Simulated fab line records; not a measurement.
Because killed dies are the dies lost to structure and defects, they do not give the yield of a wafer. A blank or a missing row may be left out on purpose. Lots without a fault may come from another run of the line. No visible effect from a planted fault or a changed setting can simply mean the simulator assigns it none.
Chamber matching :: flow sky130 :: SKY_CAP2M_CVD_00 on pecvd-02: 3 sister chambers
The step deposits SiO2, target thk 15.5 nm. 3 wafers are shown with their chamber, then 12 later ones without.

WAFERS, EACH WITH ITS CHAMBER
wafer: L087.2
chamber: 0
heater_power_outer_w (W): 386

wafer: L087.4
chamber: 1
heater_power_outer_w (W): 481

wafer: L087.6
chamber: 2
heater_power_outer_w (W): 397

WAFERS WHOSE CHAMBER IS MISSING
wafer: L091.1
heater_power_outer_w (W): 556

wafer: L091.4
heater_power_outer_w (W): 553

wafer: L091.5
heater_power_outer_w (W): 438

wafer: L092.4
heater_power_outer_w (W): 589

wafer: L092.5
heater_power_outer_w (W): 468

wafer: L092.6
heater_power_outer_w (W): 474

wafer: L094.1
heater_power_outer_w (W): 448

wafer: L094.2
heater_power_outer_w (W): 553

wafer: L094.4
heater_power_outer_w (W): 433

wafer: L096.3
heater_power_outer_w (W): 455

wafer: L096.5
heater_power_outer_w (W): 463

wafer: L096.6
heater_power_outer_w (W): 467

EACH ONE'S CHAMBER
wafer: L091.1
from the rows above: can't be placed: 1 or 2 or 0
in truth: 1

wafer: L091.4
from the rows above: can't be placed: 1 or 2 or 0
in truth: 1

wafer: L091.5
from the rows above: can't be placed: 2 or 1 or 0
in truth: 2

wafer: L092.4
from the rows above: can't be placed: 1 or 2 or 0
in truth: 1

wafer: L092.5
from the rows above: can't be placed: 1 or 2 or 0
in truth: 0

wafer: L092.6
from the rows above: can't be placed: 1 or 2 or 0
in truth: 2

wafer: L094.1
from the rows above: can't be placed: 1 or 2 or 0
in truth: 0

wafer: L094.2
from the rows above: can't be placed: 1 or 2 or 0
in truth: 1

wafer: L094.4
from the rows above: can't be placed: 2 or 0 or 1
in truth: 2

wafer: L096.3
from the rows above: can't be placed: 1 or 2 or 0
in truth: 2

wafer: L096.5
from the rows above: can't be placed: 1 or 2 or 0
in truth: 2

wafer: L096.6
from the rows above: can't be placed: 1 or 2 or 0
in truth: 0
Placed correctly: 0 of 12. From these rows, 12 cannot be placed; in 12 the true chamber is one of the candidates. Number placed wrongly: 0.
How it was worked out, from the rows above alone: a wafer's distance from a chamber is the root of the sum, over the readings, of the square of ((its reading less the chamber's mean) divided by the reading's scatter). The wafer belongs to the nearest chamber; if the next one is less than 2 further off, it can't be placed. For every chamber, the mean is computed from those of its wafers that are shown. The scatter (one wafer shown for each chamber): square how far every hidden wafer sits from the nearest shown wafer, average those squares and take the square root.
